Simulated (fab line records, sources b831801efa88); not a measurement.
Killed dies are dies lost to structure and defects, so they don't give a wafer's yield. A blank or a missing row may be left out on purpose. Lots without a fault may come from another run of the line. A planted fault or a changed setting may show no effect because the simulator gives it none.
fab line records | flow sky130
record lots=6 wafers=18 last_day=50
route steps=708 shown FIELD_ISO@5 PAD_OPEN@708
lots that met no fault: from a run of the same line without faults
start_h: hours from the record's first day to the start of the lot's first wafer shown | wait_h: hours since the lot's step before | " the same as in the row above | L1.1+2: a row that stands for several wafers | - no value, or no start given | * or withheld: withheld | < > ~ a bound
route shown NAME@n: a module of which the file shows steps, and the number in the route of the first | usual: mean/standard deviation of fault-free wafers | same: alike in all rows | chamber/n: place in a boat | sites: the reading at each site | _std_site: their standard deviation | _edge_site: outer sites' mean less inner sites' | radius_mm: how far each site lies from the wafer's centre | mask NAME#n: copy n | behind: the tool/chamber that last shaped the wafer | hold: why the lot was held/for how many hours/how that ended | device: the transistor (n, p or np) that didn't switch | end of line: the same wafers' tests at the end of the route | a step without rows: its recipe alone | killed: dies lost to structure and defects at the first sort, not the wafer's yield | map: a wafer's dies, x killed, . not, _ none there
set.NAME: the setting as run; set.NAME@STEP: as run at that earlier step | model.NAME: the simulator's own value behind a step, which no gauge read
lots at some steps of the route; a table a step, a row a wafer
services: from which hour (start_h, from the record's first day; less than 0 if before it) a tool's chamber was out of use, for how many hours, and why
## steps
# step SKY_FIELD_ISO_THK_MEAS_04
# recipe reads=Si3N4_of_FIELD_ISO_CVD_03
# usual FIELD_ISO_CVD_03_THK=165.4/1.4
# columns lot.wafer tool chamber start_h wait_h FIELD_ISO_CVD_03_THK[nm]
L129.4 film_metro-03 - 80.72 0.0 166.6
L129.5 " - " " 166.9
L129.6 " - " " 166.4
L133.1 film_metro-03 - 101.17 0.0 165.5
L133.3 " - " " 164.3
L133.6 " - " " 165.8
L134.2 film_metro-02 - 107.96 0.0 164.5
L134.4 " - " " 166.7
L134.6 " - " " 164.6
L135.1 film_metro-03 - 116.13 0.0 165.5
L135.2 " - " " 166.3
L135.6 " - " " 166.1
L137.1 film_metro-02 - 126.91 0.0 165.5
L137.4 " - " " 165.5
L137.6 " - " " 165.6
L139.3 film_metro-01 - 131.11 0.0 165.7
L139.4 " - " " 164.8
L139.6 " - " " 165.4
# step SKY_FIELD_ISO_DEHYDRATE_05
# recipe temp_c=200 time_s=60
# step SKY_FIELD_ISO_HMDS_06
# recipe prime_time_s=60 prime_temp_c=120
# step SKY_FIELD_ISO_COAT_07
# recipe resist=BARC temp_c=withheld time_s=withheld spin_rpm=3000 resist_thk_nm=60
# step SKY_FIELD_ISO_COAT_08
# recipe resist=KrF-thick spin_rpm=3000 resist_thk_nm=450
# step SKY_FIELD_ISO_SOFTBAKE_09
# recipe temp_c=100 time_s=90 resist=KrF-thick
# step SKY_FIELD_ISO_EXPOSE_10
# recipe mask_id=FOM na=0.68 source_shape=annular sigma_inner=0.4 sigma_outer=0.8 target_cd_nm=150 dose_mj=28
# step SKY_FIELD_ISO_PEB_11
# recipe peb_temp_c=withheld peb_time_s=withheld resist=KrF-thick
# step SKY_FIELD_ISO_DEVELOP_12
# recipe develop_time_s=60 resist=KrF-thick dev_temp_c=21
# step SKY_FIELD_ISO_CD_MEAS_13
# recipe target_cd_nm=150
# usual cd_nm=149.7/1.4
# columns lot.wafer tool chamber start_h wait_h cd_nm
L129.4 cd_sem-01 - 98.00 - 148.6
L129.5 " - " " 148.6
L129.6 " - " " 148.5
L133.1 cd_sem-02 - 118.69 - 147.9
L133.3 " - " " 147.9
L133.6 " - " " 149.1
L134.2 cd_sem-02 - 125.71 - 148.1
L134.4 " - " " 147.9
L134.6 " - " " 148.0
L135.1 cd_sem-01 - 133.43 - 150.9
L135.2 " - " " 151.8
L135.6 " - " " 151.0
L137.1 cd_sem-02 - 146.43 - 149.4
L137.4 " - " " 148.9
L137.6 " - " " 148.4
L139.3 cd_sem-02 - 150.83 - 149.4
L139.4 " - " " 148.9
L139.6 " - " " 148.7
# step SKY_FIELD_ISO_ETCH_14
# recipe chemistry=N2/H2 target=BARC ion_energy_ev=200 source_w=500 bias_w=100 pressure_mtorr=30 n2_flow_sccm=100 h2_flow_sccm=200 stop_on=SiO2 time_s=45.9 target_depth_a=600
# usual drypump_motor_current_A=5.7/0.42 n2_flow_sccm=100.00/0.25 oes_product_au=0.854/0.0047 throttle_valve_pct=13.224/0.0099
# columns lot.wafer tool chamber start_h wait_h drypump_motor_current_A n2_flow_sccm oes_product_au rf_hours_counter_h throttle_valve_pct
L129.4 rie_diel-03 0 98.06 0.0 5.1 99.88 0.859 147 13.210
L129.5 " 0 " " 5.1 100.51 0.860 - 13.221
L129.6 " 3 " " 5.9 99.87 0.858 - 13.214
L133.1 rie_diel-03 0 118.81 0.1 5.2 100.69 0.859 147 13.231
L133.3 " 2 " " 5.6 99.91 0.855 6 13.232
L133.6 " 2 " " 5.6 100.17 0.854 - 13.216
L134.2 rie_diel-04 0 125.81 0.1 5.5 99.35 0.854 2 13.246
L134.4 " 1 " " 5.4 99.61 0.858 103 13.228
L134.6 " 0 " " 5.4 99.71 0.855 - 13.220
L135.1 rie_diel-01 0 133.55 0.1 5.6 100.12 0.854 71 13.227
L135.2 " 2 " " 5.8 99.97 0.854 0 13.234
L135.6 " 0 " " 5.6 100.17 0.860 - 13.225
L137.1 rie_diel-01 3 146.55 0.1 6.6 99.82 0.852 79 13.210
L137.4 " 2 " " 5.8 99.72 0.858 - 13.228
L137.6 " 3 " " 6.6 99.83 0.858 - 13.232
L139.3 rie_diel-01 2 150.91 0.1 5.8 99.56 0.859 1 13.233
L139.4 " 0 " " 5.6 99.80 0.846 - 13.223
L139.6 " 2 " " 5.8 99.15 0.857 - 13.214
# step SKY_FIELD_ISO_ETCH_15
# recipe chemistry=CHF3/O2 target_depth_nm=180 stop_on=Si source_w=600 bias_w=200 pressure_mtorr=40 chf3_flow_sccm=50 O2_flow_sccm=5 time_s=70.96
# usual drypump_motor_current_A=5.6/0.42 oes_product_au=0.956/0.0063 throttle_valve_pct=8.847/0.0098
# columns lot.wafer tool chamber start_h wait_h drypump_motor_current_A oes_product_au rf_hours_counter_h throttle_valve_pct
L129.4 rie_diel-03 0 98.10 0.0 5.1 0.956 147 8.842
L129.5 " 0 " " 5.1 0.957 - 8.843
L129.6 " 3 " " 5.9 0.954 - 8.836
L133.1 rie_diel-03 0 118.85 0.0 5.1 0.960 147 8.832
L133.3 " 2 " " 5.6 0.957 6 8.849
L133.6 " 2 " " 5.6 0.951 - 8.851
L134.2 rie_diel-04 0 125.85 0.0 5.5 0.956 2 8.838
L134.4 " 1 " " 5.4 0.964 103 8.841
L134.6 " 0 " " 5.4 0.957 - 8.832
L135.1 rie_diel-01 0 133.59 0.0 5.6 0.951 71 8.866
L135.2 " 2 " " 5.8 0.955 0 8.848
L135.6 " 0 " " 5.5 0.954 - 8.851
L137.1 rie_diel-01 3 146.59 0.0 6.6 0.962 79 8.850
L137.4 " 2 " " 5.8 0.949 - 8.851
L137.6 " 3 " " 6.6 0.956 - 8.837
L139.3 rie_diel-01 2 150.95 0.0 5.8 0.955 1 8.855
L139.4 " 0 " " 5.6 0.954 - 8.834
L139.6 " 2 " " 5.8 0.955 - 8.847
# step SKY_FIELD_ISO_STRIP_16
# recipe chemistry=O2/N2 power_w=1400 pressure_mtorr=1500 platen_temp_c=withheld o2_flow_sccm=3000 n2_flow_sccm=300 overash_fraction=0.5
# usual chamber_pressure_mTorr=1500.1/1.4 drypump_motor_current_A=5.6/0.4 n2_flow_sccm=300.1/0.91 oes_product_au=0.378/0.005 strip_time_to_endpoint_s=3.57/0.031
# columns lot.wafer tool chamber start_h wait_h chamber_pressure_mTorr drypump_motor_current_A n2_flow_sccm oes_product_au rf_hours_counter_h strip_time_to_endpoint_s model.KrF-thick_of_FIELD_ISO_COAT_08.thk_nm
L129.4 plasma_asher-03 0 98.19 0.1 1501.1 6.2 298.6 0.370 - 3.59 0
L129.5 " 0 " " 1499.5 6.2 299.7 0.375 - 3.61 0
L129.6 " 1 " " 1497.7 5.7 300.7 0.377 - 3.57 0
L133.1 plasma_asher-04 1 118.91 0.0 1500.1 5.0 300.8 0.376 42 3.59 0
L133.3 " 1 " " 1499.0 5.0 299.8 0.377 - 3.60 0
L133.6 " 1 " " 1496.7 5.0 301.0 0.383 - 3.58 0
L134.2 plasma_asher-04 1 125.91 0.0 - - - - - - 237.7
L134.4 " 1 " " - - - - - - 239.3
L134.6 " 1 " " - - - - - - 236.1
L135.1 plasma_asher-04 1 133.65 0.0 - - - - - - 243.8
L135.2 " 0 " " - - - - - - 240
L135.6 " 1 " " - - - - - - 241.7
L137.1 plasma_asher-02 1 146.65 0.0 1502.2 5.9 300.0 0.387 1 3.52 0
L137.4 " 1 " " 1501.8 5.9 300.7 0.375 - 3.52 0
L137.6 " 1 " " 1500.4 5.9 298.9 0.374 - 3.54 0
L139.3 plasma_asher-02 1 151.04 0.1 1501.9 5.9 298.8 0.379 - 3.58 0
L139.4 " 0 " " 1501.2 5.3 298.8 0.383 - 3.61 0
L139.6 " 1 " " 1499.9 5.9 299.9 0.380 - 3.57 0
# step SKY_FIELD_ISO_ETCH_17
# recipe target_depth_a=3420 mask_material=Si3N4 chemistry=HBr/Cl2/O2 target=Si taper_deg=5 icp_w=600 bias_w=150 pressure_mtorr=15 HBr_flow_sccm=150 Cl2_flow_sccm=40 O2_flow_sccm=6 time_s=97.7
# usual drypump_motor_current_A=5.4/0.41 he_backside_leak_sccm=2.72/0.24 oes_product_au=1.003/0.0088 throttle_valve_pct=25.654/0.01
# columns lot.wafer tool chamber start_h wait_h drypump_motor_current_A he_backside_leak_sccm oes_product_au rf_hours_counter_h throttle_valve_pct model.KrF-thick_of_FIELD_ISO_COAT_08.thk_nm
L129.4 rie_si-02 2 98.26 0.0 5.7 2.44 0.988 22 25.651 0
L129.5 " 0 " " 5.7 2.98 1.006 - 25.652 0
L129.6 " 1 " " 5.0 2.70 1.003 - 25.660 0
L133.1 rie_si-02 0 119.01 0.1 5.7 3.08 1.034 52 25.639 0
L133.3 " 1 " " 5.0 2.90 1.004 4 25.642 0
L133.6 " 3 " " 5.1 2.79 1.012 - 25.643 0
L134.2 rie_si-01 0 126.01 0.1 4.8 2.37 1.001 3 25.663 123.7
L134.4 " 2 " " 5.1 2.42 0.990 - 25.651 125.9
L134.6 " 0 " " 4.8 2.40 1.005 - 25.671 122
L135.1 rie_si-01 3 133.75 0.1 6.0 2.37 0.995 74 25.638 130.2
L135.2 " 2 " " 5.1 2.50 1.000 39 25.660 125.8
L135.6 " 2 " " 5.1 2.34 0.996 - 25.663 128
L137.1 rie_si-02 1 146.75 0.1 5.0 2.80 1.013 4 25.650 0
L137.4 " 2 " " 5.7 2.71 0.998 23 25.658 0
L137.6 " 3 " " 5.1 2.62 1.015 - 25.655 0
L139.3 rie_si-02 2 151.11 0.0 5.7 2.66 1.001 23 25.647 0
L139.4 " 1 " " 5.0 2.76 1.008 4 25.640 0
L139.6 " 0 " " 5.7 2.89 1.019 - 25.653 0
# step SKY_FIELD_ISO_WET_ETCH_18
# recipe chemistry=H3PO4 target_depth_nm=25 temp_c=160 target=Si3N4 time_s=286
# step SKY_PAD_OPEN_PROBE_99
# usual killed_at_M0_to_M3=44/7.6 killed_at_M4_up=3.2/1.7 killed_at_contacts=24/5.7 killed_at_front_end=16/3.9 killed_at_other=0.2/0.45 killed_dies=87/9.5 killed_on_rim=17/3.9 killed_open=47/6.9 killed_short=40/5.8
# same gross_dies=492 killed_at_back_side=0
# columns lot.wafer tool chamber start_h wait_h killed_at_M0_to_M3 killed_at_M4_up killed_at_contacts killed_at_front_end killed_at_other killed_dies killed_on_rim killed_open killed_short
L129.4 prober-02 - 1163.32 0.2 42 4 32 23 1 102 23 68 34
L129.5 prober-02 - 1163.37 0.2 47 5 27 20 0 99 15 46 53
L129.6 prober-02 - 1163.42 0.2 54 2 30 14 0 100 18 56 44
L133.1 prober-02 - 1176.37 0.1 50 3 29 19 0 101 22 52 49
L133.3 prober-02 - 1176.47 0.2 34 3 22 25 1 85 21 47 38
L133.6 prober-02 - 1176.62 0.2 69 6 18 13 2 108 19 53 55
L134.2 prober-01 - 1179.00 0.1 52 3 16 421 0 492 96 46 41
L134.4 prober-01 - 1179.10 0.2 41 4 26 420 1 492 96 54 37
L134.6 prober-01 - 1179.20 0.2 41 5 32 414 0 492 96 58 42
L135.1 prober-02 - 1181.85 0.1 43 1 24 424 0 492 96 43 40
L135.2 prober-02 - 1181.90 0.1 37 2 26 427 0 492 96 43 38
L135.6 prober-02 - 1182.10 0.2 38 3 22 429 0 492 96 41 39
L137.1 prober-02 - 1196.04 0.1 39 3 31 17 0 90 18 49 41
L137.4 prober-02 - 1196.19 0.2 43 5 16 14 1 79 15 42 37
L137.6 prober-02 - 1196.29 0.2 28 3 28 9 0 68 17 41 27
L139.3 prober-02 - 1203.79 0.2 44 3 24 10 0 81 16 40 41
L139.4 prober-02 - 1203.84 0.2 42 0 26 13 0 81 16 45 36
L139.6 prober-02 - 1203.94 0.2 41 1 23 16 0 81 13 44 37
# killed by level:class
L129.4 LI_CONTACT:geometric_particle:open=11 CONTACT:geometric_particle:open=10 VIA1:geometric_particle:open=9 FIELD_ISO:geometric_particle:open=7 VIA2:geometric_particle:open=7 FIELD_ISO:geometric_particle:short=6 VIA3:geometric_particle:open=6 METAL1:geometric_particle:short=5
L129.5 VIA1:geometric_particle:open=15 CONTACT:geometric_particle:open=8 VIA2:geometric_particle:open=7 METAL2:geometric_particle:short=7 LOCAL_INTERCONNECT:geometric_particle:short=6 FIELD_ISO:geometric_particle:short=5 POLY_GATE:geometric_particle:short=5 CONTACT:geometric_particle:short=5
L129.6 LI_CONTACT:geometric_particle:open=11 VIA3:geometric_particle:open=11 CONTACT:geometric_particle:open=9 VIA1:geometric_particle:open=9 METAL2:geometric_particle:short=8 LOCAL_INTERCONNECT:geometric_particle:short=7 VIA3:geometric_particle:short=6 POLY_GATE:geometric_particle:short=5
L133.1 METAL2:geometric_particle:short=10 VIA1:geometric_particle:open=9 LI_CONTACT:geometric_particle:open=8 CONTACT:geometric_particle:open=8 VIA2:geometric_particle:open=7 CONTACT:geometric_particle:short=7 METAL1:geometric_particle:short=6 POLY_GATE:geometric_particle:short=5
L133.3 VIA1:geometric_particle:open=11 CONTACT:geometric_particle:open=9 POLY_GATE:geometric_particle:open=8 POLY_GATE:geometric_particle:short=6 VIA3:geometric_particle:open=6 FIELD_ISO:geometric_particle:short=5 VIA2:geometric_particle:open=5 LI_CONTACT:geometric_particle:open=4
L133.6 VIA1:geometric_particle:open=18 METAL1:geometric_particle:short=15 VIA3:geometric_particle:open=9 CONTACT:geometric_particle:open=6 VIA3:geometric_particle:short=6 METAL4:geometric_particle:short=5 FIELD_ISO:geometric_particle:short=4 LI_CONTACT:geometric_particle:open=4
L134.2 FIELD_ISO:area_oxidation=405 VIA1:geometric_particle:open=12 CONTACT:geometric_particle:open=8 VIA2:geometric_particle:open=7 METAL1:geometric_particle:short=7 VIA1:geometric_particle:short=5 POLY_GATE:geometric_particle:short=5 VIA3:geometric_particle:open=5
L134.4 FIELD_ISO:area_oxidation=401 VIA3:geometric_particle:open=10 CONTACT:geometric_particle:open=10 VIA1:geometric_particle:open=9 CONTACT:geometric_particle:short=6 POLY_GATE:geometric_particle:short=5 LI_CONTACT:geometric_particle:open=5 METAL1:geometric_particle:short=5
L134.6 FIELD_ISO:area_oxidation=392 LI_CONTACT:geometric_particle:open=11 CONTACT:geometric_particle:open=11 VIA2:geometric_particle:open=10 VIA3:geometric_particle:open=8 VIA1:geometric_particle:open=6 POLY_GATE:geometric_particle:short=5 FIELD_ISO:geometric_particle:short=4
L135.1 FIELD_ISO:area_oxidation=409 VIA1:geometric_particle:open=9 CONTACT:geometric_particle:open=8 METAL1:geometric_particle:short=8 METAL2:geometric_particle:short=6 VIA2:geometric_particle:open=6 FIELD_ISO:geometric_particle:short=5 LI_CONTACT:geometric_particle:open=5
L135.2 FIELD_ISO:area_oxidation=411 CONTACT:geometric_particle:open=9 VIA1:geometric_particle:open=9 LI_CONTACT:geometric_particle:open=7 METAL1:geometric_particle:short=6 VIA3:geometric_particle:open=6 POLY_GATE:geometric_particle:short=5 POLY_GATE:geometric_particle:open=5
L135.6 FIELD_ISO:area_oxidation=412 METAL2:geometric_particle:short=9 CONTACT:geometric_particle:open=7 LI_CONTACT:geometric_particle:open=6 VIA3:geometric_particle:open=6 FIELD_ISO:geometric_particle:short=5 LI_CONTACT:geometric_particle:short=4 METAL1:geometric_particle:short=4
L137.1 CONTACT:geometric_particle:open=15 METAL1:geometric_particle:short=9 FIELD_ISO:geometric_particle:open=8 LI_CONTACT:geometric_particle:open=8 VIA1:geometric_particle:open=8 METAL2:geometric_particle:short=6 CONTACT:geometric_particle:short=4 VIA1:geometric_particle:short=4
L137.4 VIA1:geometric_particle:open=15 CONTACT:geometric_particle:open=10 METAL1:geometric_particle:short=7 VIA2:geometric_particle:short=5 FIELD_ISO:geometric_particle:open=4 VIA3:geometric_particle:short=4 FIELD_ISO:geometric_particle:short=3 SPACER:geometric_particle:open=3
L137.6 CONTACT:geometric_particle:open=9 LI_CONTACT:geometric_particle:open=8 VIA1:geometric_particle:open=6 METAL1:geometric_particle:short=5 CONTACT:geometric_particle:short=4 VIA2:geometric_particle:open=4 FIELD_ISO:geometric_particle:short=3 POLY_GATE:geometric_particle:open=3
L139.3 CONTACT:geometric_particle:open=12 METAL2:geometric_particle:short=7 METAL1:geometric_particle:short=7 VIA1:geometric_particle:open=7 VIA2:geometric_particle:open=7 VIA3:geometric_particle:open=6 CONTACT:geometric_particle:short=5 FIELD_ISO:geometric_particle:short=4
L139.4 CONTACT:geometric_particle:open=10 VIA2:geometric_particle:open=8 LI_CONTACT:geometric_particle:open=7 METAL2:geometric_particle:short=7 VIA3:geometric_particle:open=6 VIA1:geometric_particle:short=5 VIA1:geometric_particle:open=5 FIELD_ISO:geometric_particle:open=4
L139.6 VIA1:geometric_particle:open=13 CONTACT:geometric_particle:open=11 POLY_GATE:geometric_particle:short=5 VIA1:geometric_particle:short=5 VIA2:geometric_particle:open=5 FIELD_ISO:geometric_particle:short=4 FIELD_ISO:geometric_particle:open=4 CONTACT:geometric_particle:short=4
# map L134.2 (x killed, . not)
__________xxxxxxxxxx_________
________xxxxxxxxxxxxxx_______
______xxxxxxxxxxxxxxxxxx_____
_____xxxxxxxxxxxxxxxxxxxx____
____xxxxxxxxxxxxxxxxxxxxxx___
___xxxxxxxxxxxxxxxxxxxxxxxx__
__xxxxxxxxxxxxxxxxxxxxxxxxxx_
_xxxxxxxxxxxxxxxxxxxxxxxxxxxx
_xxxxxxxxxxxxxxxxxxxxxxxxxxxx
_xxxxxxxxxxxxxxxxxxxxxxxxxxxx
_xxxxxxxxxxxxxxxxxxxxxxxxxxxx
_xxxxxxxxxxxxxxxxxxxxxxxxxxxx
_xxxxxxxxxxxxxxxxxxxxxxxxxxxx
_xxxxxxxxxxxxxxxxxxxxxxxxxxxx
_xxxxxxxxxxxxxxxxxxxxxxxxxxxx
__xxxxxxxxxxxxxxxxxxxxxxxxxx_
___xxxxxxxxxxxxxxxxxxxxxxxx__
____xxxxxxxxxxxxxxxxxxxxxx___
_____xxxxxxxxxxxxxxxxxxxx____
______xxxxxxxxxxxxxxxxxx_____
________xxxxxxxxxxxxxx_______
__________xxxxxxxxxx_________
# map L135.1 (x killed, . not)
__________xxxxxxxxxx_________
________xxxxxxxxxxxxxx_______
______xxxxxxxxxxxxxxxxxx_____
_____xxxxxxxxxxxxxxxxxxxx____
____xxxxxxxxxxxxxxxxxxxxxx___
___xxxxxxxxxxxxxxxxxxxxxxxx__
__xxxxxxxxxxxxxxxxxxxxxxxxxx_
_xxxxxxxxxxxxxxxxxxxxxxxxxxxx
_xxxxxxxxxxxxxxxxxxxxxxxxxxxx
_xxxxxxxxxxxxxxxxxxxxxxxxxxxx
_xxxxxxxxxxxxxxxxxxxxxxxxxxxx
_xxxxxxxxxxxxxxxxxxxxxxxxxxxx
_xxxxxxxxxxxxxxxxxxxxxxxxxxxx
_xxxxxxxxxxxxxxxxxxxxxxxxxxxx
_xxxxxxxxxxxxxxxxxxxxxxxxxxxx
__xxxxxxxxxxxxxxxxxxxxxxxxxx_
___xxxxxxxxxxxxxxxxxxxxxxxx__
____xxxxxxxxxxxxxxxxxxxxxx___
_____xxxxxxxxxxxxxxxxxxxx____
______xxxxxxxxxxxxxxxxxx_____
________xxxxxxxxxxxxxx_______
__________xxxxxxxxxx_________
## services
# columns tool chamber start_h hours kind
rie_diel-01 3 83.64 16.8 repair
rie_diel-01 1 84.02 4.0 repair
plasma_asher-04 - 100.58 1.7 repair
rie_diel-03 0 101.33 1.9 repair
rie_diel-04 - 102.44 15.6 pm
plasma_asher-02 - 108.75 9.0 pm
plasma_asher-02 0 108.75 9.0 vent_cycle
plasma_asher-02 1 108.75 9.0 vent_cycle
rie_diel-01 2 113.24 - clean
rie_diel-01 2 113.24 18.7 scheduled_down
rie_diel-01 2 113.24 18.7 vent_cycle
plasma_asher-02 - 117.75 14.6 pm
plasma_asher-02 0 117.75 - clean
plasma_asher-02 1 117.75 - clean
rie_si-01 1 122.86 - clean
rie_si-01 1 122.86 17.3 scheduled_down
rie_si-01 1 122.86 17.3 vent_cycle
rie_diel-01 1 131.91 - clean
rie_diel-01 1 131.91 24.1 scheduled_down
rie_diel-01 1 131.91 24.1 vent_cycle
rie_diel-01 3 139.02 5.2 repair
## key
first_sign step=SKY_FIELD_ISO_STRIP_16 reading=tool_record direction=missing
effect step=SKY_PAD_OPEN_PROBE_99 reading=killed_at_front_end direction=up sigmas=99+ usual=16 struck=422
model_effect step=SKY_FIELD_ISO_STRIP_16 value=KrF-thick_of_FIELD_ISO_COAT_08.thk_nm without=0 struck=239.7
model_effect step=SKY_FIELD_ISO_ETCH_17 value=KrF-thick_of_FIELD_ISO_COAT_08.thk_nm without=0 struck=125.9
more_kills_born_at SKY_FIELD_ISO_OXIDATION_22@furnace-01=2430
met_at SKY_FIELD_ISO_STRIP_16
struck_wafers L134.2,L134.4,L134.6,L135.1,L135.2,L135.6
later_rows_left_out L134.2,L134.4,L134.6,L135.1,L135.2,L135.6
tester_left_out L134,L135
onset_between 118.91 125.91
fault kind=skipped_step_whole tool=plasma_asher-04 chamber=- onset_h=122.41 steps=SKY_FIELD_ISO_STRIP_16 scope=struck_lots_only
# tester_left_out: of these lots the tester's yield and bins aren't shown, on N5 and GAA mostly nor the transistor test; their killed dies are dies lost to structure and defects alone, not to doping, threshold or leakage, so they don't give the yield
# later_rows_left_out: the simulator's readings of these wafers behind a module that went badly wrong aren't trusted and aren't shown, but for the sort
